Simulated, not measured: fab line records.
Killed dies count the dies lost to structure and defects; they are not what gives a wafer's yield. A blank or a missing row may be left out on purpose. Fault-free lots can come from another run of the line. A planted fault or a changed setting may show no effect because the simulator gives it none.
The same fault as seen by 2 desks ; flow gf180mcu ; what lay behind the numbers comes last; until then each desk has only its own

## THE TOOL OWNER'S DESK: implanter-02
The tool's own readings at GF_HV_LDD_IMPLANT_21, given as means over the sampled wafers that have a number, one for each lot that went through this tool. If a lot's mean is further than 4 standard deviations from the usual mean, the lot is out of limits and carries the mark OUT (the distance appears in the brackets).
Columns: A = dose-ions-cm2 at GF_HV_LDD_IMPLANT_21, usual 5.001e+13; B = end-station-pressure-torr at GF_HV_LDD_IMPLANT_21, usual 5.22e-06 Torr; C = faraday-current-uA at GF_HV_LDD_IMPLANT_21, usual 282
lot;first seen here;A;B;C
L300;day 13 04:29;5.006e+13;5.26e-06;278
L303;day 14 03:44;5.006e+13;5.64e-06;289
L306;day 14 23:02;5.004e+13;5.30e-06;285
L312;day 17 01:35;5.807e+13 (+99 or more) OUT;5.39e-06;329 (+7.5) OUT
L313;day 17 05:27;5.812e+13 (+99 or more) OUT;5.06e-06;323 (+6.6) OUT
This desk's finding: out of limits on L312, L313; first on L312, day 17 01:35 (dose-ions-cm2 at GF_HV_LDD_IMPLANT_21). L300, L303, L306 stayed within limits.

## AT THE METROLOGY DESK
What the gauges read, lot by lot, whatever tool the lot ran on: means of the sampled wafers that have a number. If a lot's mean is further than 4 standard deviations from the usual mean, the lot is out of limits and carries the mark OUT (the distance appears in the brackets).
Columns: A = HV_LDD_TW at GF_HV_LDD_TW_MEAS_11, usual 2414; B = cd-nm at GF_HV_LDD_CD_MEAS_19, usual 400.6 nm; C = HV_LDD_01_OVL at GF_HV_LDD_OVL_MEAS_20, usual 0.4 nm; D = HV_LDD_2_TW at GF_HV_LDD_TW_MEAS_23, usual 1058
lot;first seen here;A;B;C;D
L293;day 10 02:37;2420;399.2;0.7;1053
L294;day 10 09:56;2417;395.1;-0.9;1054
L295;day 10 12:31;2404;400.5;0.3;1065
L296;day 10 23:35;2401;400.5;-0.2;1060
L297;day 11 06:13;2406;402.6;-1.3;1052
L300;day 12 08:59;2427;401.0;-0.1;1054
L301;day 12 11:29;2422;402.8;0.5;1053
L303;day 13 06:37;2422;401.9;0.7;1063
L304;day 13 16:11;2413;398.7;-0.9;1066
L306;day 14 01:53;2392;404.4;1.6;1053
L311;day 15 14:44;2427;401.0;-0.2;1053
L312;day 16 03:38;2402;400.9;-0.9;1109 (+8.2) OUT
L313;day 16 07:20;2401;405.6;0.5;1114 (+9.0) OUT
L316;day 17 04:47;2423;400.2;-1.1;1061
This desk reports L312, L313 out of limits; the earliest was L312 at day 17 01:50 (HV_LDD_2_TW at GF_HV_LDD_TW_MEAS_23). L293, L294, L295, L296, L297, L300, L301, L303, L304, L306, L311, L316 stayed within limits.

## TAKEN TOGETHER
At day 17 01:35, on L312, L313, the tool owner's desk was in a position to raise an alarm.
An alarm was possible from the metrology desk at day 17 01:50, on L312, L313.
All the named lots went through GF_HV_LDD_IMPLANT_21 on implanter-02.

## WHAT THE SIMULATOR HAD PUT IN
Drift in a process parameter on implanter-02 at GF_HV_LDD_IMPLANT_21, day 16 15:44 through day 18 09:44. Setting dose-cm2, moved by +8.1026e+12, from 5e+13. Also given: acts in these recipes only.
Lots struck among those shown: L312, L313.
Fault start to first reading out of limits, in hours, per desk: tool owner, 10; metrology, 10.
